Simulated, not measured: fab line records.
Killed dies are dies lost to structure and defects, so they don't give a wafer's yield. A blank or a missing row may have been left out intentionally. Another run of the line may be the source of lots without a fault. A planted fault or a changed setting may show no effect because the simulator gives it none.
Matching of chambers	flow gf180mcu	GF_CONTACT_CMP_04 on cmp-01: 4 sister chambers
The step polishes SiO2. 8 wafers are shown with their chamber, then 10 later ones without.

EACH WAFER AND ITS CHAMBER
wafer	chamber	motorCurrentA (A)	retainingRingPressureFrac
L076.6	0	14.3	0.997
L081.1	1	11.5	1.002
L082.6	2	11.7	0.994
L087.1	0	13.3	0.999
L087.2	3	11.6	1.004
L087.3	2	11.9	1.010
L089.1	1	11.6	0.999
L089.4	3	11.1	1.005

WAFERS WITH NO CHAMBER GIVEN
wafer	motorCurrentA (A)	retainingRingPressureFrac
L089.5	13.0	0.997
L093.4	11.3	1.001
L093.5	11.5	0.999
L093.6	11.7	1.000
L095.2	14.1	1.000
L095.3	11.4	0.999
L095.5	11.3	1.007
L097.2	10.9	0.999
L097.3	11.2	1.005
L097.6	13.7	1.002

THE CHAMBER EACH PASSED THROUGH
wafer	from the rows above	in truth
L089.5	can't be placed: 0 or 2 or 1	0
L093.4	can't be placed: 3 or 1 or 2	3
L093.5	can't be placed: 1 or 2 or 3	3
L093.6	can't be placed: 1 or 2 or 3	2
L095.2	0	0
L095.3	can't be placed: 1 or 3 or 2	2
L095.5	can't be placed: 3 or 1 or 2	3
L097.2	can't be placed: 3 or 1 or 2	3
L097.3	can't be placed: 3 or 1 or 2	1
L097.6	0	0
Correctly placed: 2 of 10. Cannot be placed on the basis of these rows: 8; the candidates contain the true chamber in 8. Number placed wrongly: 0.
How it was worked out, from the rows above alone: a wafer's distance from a chamber is the root of the sum, over the readings, of the square of ((its reading less the chamber's mean) divided by the reading's scatter). If the next closest chamber is less than 2 further off than the closest, the wafer can't be placed; otherwise it belongs to the closest. For every chamber, the mean is computed from those of its wafers that are shown. The scatter: take each reading less its chamber's mean, square it, sum over the shown wafers, divide by the number of wafers less the number of chambers, and take the root.
